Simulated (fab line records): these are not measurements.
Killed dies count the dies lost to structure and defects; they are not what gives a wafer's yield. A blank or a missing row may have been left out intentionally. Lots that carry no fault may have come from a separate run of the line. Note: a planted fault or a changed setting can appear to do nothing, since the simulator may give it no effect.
Chamber matching -- flow sky130 -- 3 sister chambers for SKY_CAPM_CVD_00 on pecvd-03
The step deposits SiO2, target thk 15.5 nm. 27 wafers are shown with their chamber, then 12 later ones without.

WAFERS PAIRED WITH THEIR CHAMBERS
wafer,chamber,heaterPowerW (W)
L075.2,2,837
L075.5,0,714
L075.6,2,790
L076.1,1,590
L076.4,1,609
L076.5,0,826
L078.1,0,848
L078.5,2,852
L078.6,0,857
L082.1,2,690
L082.2,0,849
L082.4,0,840
L086.1,0,800
L086.3,2,805
L086.5,1,661
L087.1,1,619
L087.3,2,748
L087.6,2,754
L088.2,1,673
L088.3,2,848
L088.4,1,688
L090.3,1,608
L090.5,0,863
L090.6,1,604
L091.3,2,810
L091.4,0,808
L091.6,1,594

SIGNATURES, as means of the wafers listed above
reading,chamber 0,chamber 1,chamber 2,scatter within a chamber
heaterPowerW,822.78,627.33,792.67,46
Rule: for each reading, subtract the chamber's mean from the wafer's reading, divide by that reading's scatter and square the result; add these up over the readings and take the root, which gives the wafer's distance from the chamber. The wafer belongs to the nearest chamber; if the next one is less than 2 further off, it can't be placed. The scatter: take each reading less its chamber's mean, square it, sum over the shown wafers, divide by the number of wafers less the number of chambers, and take the root.

WAFERS MISSING THEIR CHAMBER
wafer,heaterPowerW (W)
L094.1,693
L094.2,736
L094.3,586
L094.4,719
L094.5,719
L094.6,595
L096.2,596
L096.3,807
L096.6,817
L097.4,806
L097.5,781
L097.6,635

EACH ONE'S CHAMBER
wafer,from the rows above,in truth
L094.1,can't be placed: 1 or 2 or 0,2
L094.2,can't be placed: 2 or 0 or 1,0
L094.3,1,1
L094.4,can't be placed: 2 or 1 or 0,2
L094.5,can't be placed: 2 or 1 or 0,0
L094.6,1,1
L096.2,1,1
L096.3,can't be placed: 2 or 0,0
L096.6,can't be placed: 0 or 2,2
L097.4,can't be placed: 2 or 0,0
L097.5,can't be placed: 2 or 0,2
L097.6,1,1
4 of 12 placed correctly. From these rows, 8 cannot be placed; in 8 the true chamber is one of the candidates. Placed wrongly: 0.
